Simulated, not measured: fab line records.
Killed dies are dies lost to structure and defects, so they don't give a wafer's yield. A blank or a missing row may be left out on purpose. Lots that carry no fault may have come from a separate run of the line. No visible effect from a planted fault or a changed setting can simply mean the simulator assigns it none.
Problem report in the 8D (eight disciplines) form, filled by code | flow sky130 | the parts of the form that need people (team, actions taken, sign-off) are left out

1. THE ISSUE
chamber-pressure-pa at SKY_METAL2_SPUTTER_02 reads a mean of 0.3737 Pa on 6 wafers of 2 lots; wafers without a fault read 0.4000 Pa with a standard deviation of 0.00085. Measured from the usual mean, that is -31 standard deviations.
The step: material AlCu, target thk 250 nm, time 13.3 s.
Earliest sighting: wafer L131.3 on pvd-sputter-01 at day 36 02:47. The record holds 33 wafers of 11 lots with a number at this step. The rule behind "out" and "out of limits": a value lying over 4 standard deviations away from the usual mean. The other wafers with a number count as sound.

2. WHAT IT IS, AND WHAT IT ISN'T
question                    | is                     | is not
which readings at this step | chamber-pressure-pa    | -
which lots                  | L131, L132             | L125, L128, L129, L130, L133, L142, L143, L146, L147
which wafers of those lots  | all that have a number | -
read on which tools         | pvd-sputter-01         | pvd-sputter-03, pvd-sputter-04
when                        | from day 36 02:47      | up to then (12 sound wafers); but 15 sound wafers of L133, L142, L143, L146, L147 came after

3. THE SUSPECTS, EACH WITH WHAT RULES IT OUT
Counting: a tool at a process step up to the reading stays a suspect if it ran every lot that is out and no sound lot after the first of them.
- pvd-sputter-01 at SKY_METAL2_SPUTTER_02 (material AlCu, target thk 250 nm, time 13.3 s): ruled out as a lasting fault. Following L131 (day 36 02:47), the first lot on it that is out, the sound lots L146 were run on it.
Left after counting: nothing in the record.

4. THE CAUSE (what the simulator had put in)
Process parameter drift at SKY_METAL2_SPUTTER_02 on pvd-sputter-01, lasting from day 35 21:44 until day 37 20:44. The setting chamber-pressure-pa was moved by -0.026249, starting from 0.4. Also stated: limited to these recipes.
Counting ruled it out, wrongly.

5. SEQUENCE OF EFFECTS, ordered by route
Rows list readings where the struck wafers' mean (over those with a number) sits beyond 3 standard deviations from the usual. Only readings for which the record gives a usual standard deviation are gone through. hours: the time from each lot's start at the first step in this table that gives one to its start at this step, as a median over the lots. sigmas: the change in usual standard deviations.
hours | step                  | reading             | usual     | on struck wafers | change  | sigmas
0     | SKY_METAL2_SPUTTER_02 | chamber-pressure-pa | 0.4000 Pa | 0.3737           | -0.0263 | -31
The process steps in it:
- SKY_METAL2_SPUTTER_02: material AlCu, target thk 250 nm, time 13.3 s.
Later steps that measure or inspect, where all struck wafers having a row at the step show a number for every such reading and not one has moved that far: SKY_METAL2_CD_MEAS_15.

6. HOW IT WOULD HAVE BEEN CAUGHT EARLIER
5 hours passed between the start of the fault at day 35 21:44 and the first reading out of limits in this record, taken at day 36 02:47.
